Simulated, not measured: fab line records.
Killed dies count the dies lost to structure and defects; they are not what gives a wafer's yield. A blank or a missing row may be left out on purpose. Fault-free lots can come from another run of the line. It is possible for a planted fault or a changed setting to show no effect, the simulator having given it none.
Which tool was responsible?	flow gf180mcu	11 lots, 33 wafers sampled, at 6 steps of a route of 602

## WHAT THE GAUGES SHOWED, per wafer
GF_V4_CD_MEAS_14: the cd target is 260 nm. Usual: cd_nm 260.0 nm, standard deviation 1.2.
lot	measured	on	cd_nm (nm)	flag
L432	day 24 13:05	cd_sem-01	257.9 259.5 259.9	
L438	day 26 16:28	cd_sem-02	259.7 260.7 260.0	
L443	day 27 22:16	cd_sem-01	261.3 261.0 260.5	
L442	day 28 00:39	cd_sem-02	258.7 259.8 259.7	
L444	day 28 04:31	cd_sem-02	259.0 257.9 258.8	
L445	day 28 05:46	cd_sem-01	258.9 257.5 258.2	
L446	day 28 21:58	cd_sem-02	260.1 260.0 259.1	
L447	day 29 14:41	cd_sem-01	260.9 261.4 261.3	
L449	day 30 04:26	cd_sem-01	259.3 259.2 258.3	
L451	day 30 06:10	cd_sem-02	260.4 260.2 259.3	
L452	day 31 00:44	cd_sem-02	262.5 262.7 263.4	

GF_MIM_RS_MEAS_10: the measuring method here is four-point-probe. Usual: for MIM_ALCU_RS the level is 0.1602 ohm/sq and the standard deviation is 0.0017.
lot	measured	on	MIM_ALCU_RS (ohm/sq)	flag
L432	day 24 15:02	film_metro-04	0.1592 0.1567 0.1583	
L438	day 26 18:25	film_metro-04	0.1614 0.1580 0.1623	
L443	day 28 00:21	film_metro-01	0.1595 0.1599 0.1600	
L442	day 28 02:37	film_metro-02	0.1602 0.1600 0.1618	
L444	day 28 06:28	film_metro-04	0.1589 0.1587 0.1607	
L445	day 28 07:44	film_metro-02	0.1584 0.1600 0.1612	
L446	day 28 23:53	film_metro-01	0.1621 0.1590 0.1619	
L447	day 29 16:40	film_metro-02	0.1622 0.1610 0.1635	
L449	day 30 06:22	film_metro-01	0.1589 0.1615 0.1197	OFF
L451	day 30 08:07	film_metro-01	0.1592 0.1184 0.1592	OFF
L452	day 31 02:40	film_metro-02	0.1621 0.1585 0.1593	

GF_MIM_THK_MEAS_11: measures by xrf. Usual: for MIM_ALCU_THK the level is 197.3 nm and the standard deviation is 2.3.
lot	measured	on	MIM_ALCU_THK (nm)	flag
L432	day 24 15:08	film_metro-04	198.0 202.0 199.4	
L438	day 26 18:32	film_metro-04	194.8 201.0 195.6	
L443	day 28 00:28	film_metro-01	196.4 195.5 194.5	
L442	day 28 02:44	film_metro-02	198.0 198.0 196.2	
L444	day 28 06:35	film_metro-04	199.3 200.5 197.6	
L445	day 28 07:51	film_metro-02	200.7 198.6 196.9	
L446	day 28 23:59	film_metro-01	194.5 197.4 194.5	
L447	day 29 16:47	film_metro-02	195.7 196.8 194.7	
L449	day 30 06:28	film_metro-01	198.9 195.6 258.6	OFF
L451	day 30 08:14	film_metro-01	197.7 263.9 196.7	OFF
L452	day 31 02:47	film_metro-02	196.6 200.6 199.9	

## TOOL THAT RAN EACH LOT (tool first, then ch and the chambers of the sampled wafers, then the start)
lot	GF_V4_ETCH_16	GF_V4_CVD_23	GF_MIM_SPUTTER_08
L432	rie_diel-04 ch 0,1, day 24 13:13	cvd_w-01 ch 0,1, day 24 14:01	pvd_sputter-02, day 24 14:56
L438	rie_diel-02 ch 0,2,3, day 26 16:38	cvd_w-02 ch 0,1, day 26 17:24	pvd_sputter-03, day 26 18:21
L443	rie_diel-02 ch 0,1,2, day 27 22:26	cvd_w-02 ch 0,1, day 27 23:11	pvd_sputter-02, day 28 00:17
L442	rie_diel-02 ch 0,2, day 28 00:49	cvd_w-02 ch 0,1, day 28 01:36	pvd_sputter-03, day 28 02:33
L444	rie_diel-01 ch 2,3, day 28 04:41	cvd_w-02 ch 0,1, day 28 05:28	pvd_sputter-04, day 28 06:25
L445	rie_diel-02 ch 0,2, day 28 05:56	cvd_w-02 ch 0,1, day 28 06:43	pvd_sputter-04, day 28 07:40
L446	rie_diel-02 ch 1,2,3, day 28 22:05	cvd_w-02 ch 0,1, day 28 22:53	pvd_sputter-04, day 28 23:48
L447	rie_diel-04 ch 1,2, day 29 14:51	cvd_w-02 ch 0,1, day 29 15:39	pvd_sputter-04, day 29 16:36
L449	rie_diel-02 ch 0,2,3, day 30 04:34	cvd_w-01 ch 0,1, day 30 05:22	pvd_sputter-04, day 30 06:16
L451	rie_diel-04 ch 1,2,3, day 30 06:20	cvd_w-02 ch 0,1, day 30 07:05	pvd_sputter-04, day 30 08:04
L452	rie_diel-04 ch 1,3, day 31 00:53	cvd_w-02 ch 1, day 31 01:38	pvd_sputter-02, day 31 02:35
- GF_V4_ETCH_16: etches BARC in N2/H2.
- GF_V4_CVD_23: deposits W, target thk 350 nm, time 104.9 s.
- GF_MIM_SPUTTER_08: material AlCu, target thk 200 nm, time 10.6 s.

## WHAT THE TOOLS THEMSELVES READ (means of the sampled wafers that have a number; where no wafer has one, the mark that the record gives instead)
GF_V4_ETCH_16. Usual: drypump_motor_current_A 5.7 A, standard deviation 0.38; oes_product_au 0.854 a.u., standard deviation 0.0043; throttle_valve_pct 13.224 %, standard deviation 0.0093.
lot	tool	drypump_motor_current_A (A)	oes_product_au (a.u.)	throttle_valve_pct (%)	flag
L432	rie_diel-04	5.7	0.852	13.230	
L438	rie_diel-02	5.7	0.858	13.231	
L443	rie_diel-02	5.4	0.856	13.224	
L442	rie_diel-02	5.6	0.853	13.220	
L444	rie_diel-01	6.0	0.857	13.226	
L445	rie_diel-02	5.6	0.851	13.216	
L446	rie_diel-02	5.5	0.855	13.221	
L447	rie_diel-04	5.8	0.856	13.227	
L449	rie_diel-02	5.7	0.855	13.223	
L451	rie_diel-04	5.9	0.854	13.221	
L452	rie_diel-04	5.6	0.858	13.218	

GF_V4_CVD_23. Usual: heater_power_w 827 W, standard deviation 74; susceptor_temp_C 400.02 C, standard deviation 0.21.
lot	tool	heater_power_w (W)	susceptor_temp_C (C)	flag
L432	cvd_w-01	850	399.87	
L438	cvd_w-02	789	399.84	
L443	cvd_w-02	791	399.93	
L442	cvd_w-02	774	399.89	
L444	cvd_w-02	798	400.26	
L445	cvd_w-02	785	400.05	
L446	cvd_w-02	784	399.92	
L447	cvd_w-02	806	400.05	
L449	cvd_w-01	917	400.02	
L451	cvd_w-02	789	400.06	
L452	cvd_w-02	820	400.12	

GF_MIM_SPUTTER_08. Usual: throttle_valve_pct 30.1 %, standard deviation 1.1.
lot	tool	throttle_valve_pct (%)	flag
L432	pvd_sputter-02	29.2	
L438	pvd_sputter-03	30.7	
L443	pvd_sputter-02	29.3	
L442	pvd_sputter-03	31.8	
L444	pvd_sputter-04	29.5	
L445	pvd_sputter-04	30.1	
L446	pvd_sputter-04	29.5	
L447	pvd_sputter-04	29.2	
L449	pvd_sputter-04	29.4	
L451	pvd_sputter-04	29.8	
L452	pvd_sputter-02	29.9	

## THE ANSWER, worked out from the rows above alone
Rule: a lot is off if the mean of its wafers that have a number lies more than 3 standard deviations from the usual mean. Also off: a lot with no number at a reading for which 4 or more lots have one. Any other lot the step has rows for is counted as sound. After the gauges, taken in route order, come the tools' own readings; for these a lot's mean is taken, as printed above. At the first step where some lot is off, the reading lying furthest off is the one used; lots without a number count as furthest.
Off: L449, L451, at GF_MIM_RS_MEAS_10 (MIM_ALCU_RS).
If a tool, at a process step before that reading, ran all the lots that are off and no sound lot after the first of them, it fits. Those tools and the gauges at GF_MIM_RS_MEAS_10 are tried in the same way. 2 tools fit, pvd_sputter-04 at GF_MIM_SPUTTER_08 and film_metro-01 at GF_MIM_RS_MEAS_10, so this cannot tell which one it is.

## WHAT THE SIMULATOR HAD PUT IN
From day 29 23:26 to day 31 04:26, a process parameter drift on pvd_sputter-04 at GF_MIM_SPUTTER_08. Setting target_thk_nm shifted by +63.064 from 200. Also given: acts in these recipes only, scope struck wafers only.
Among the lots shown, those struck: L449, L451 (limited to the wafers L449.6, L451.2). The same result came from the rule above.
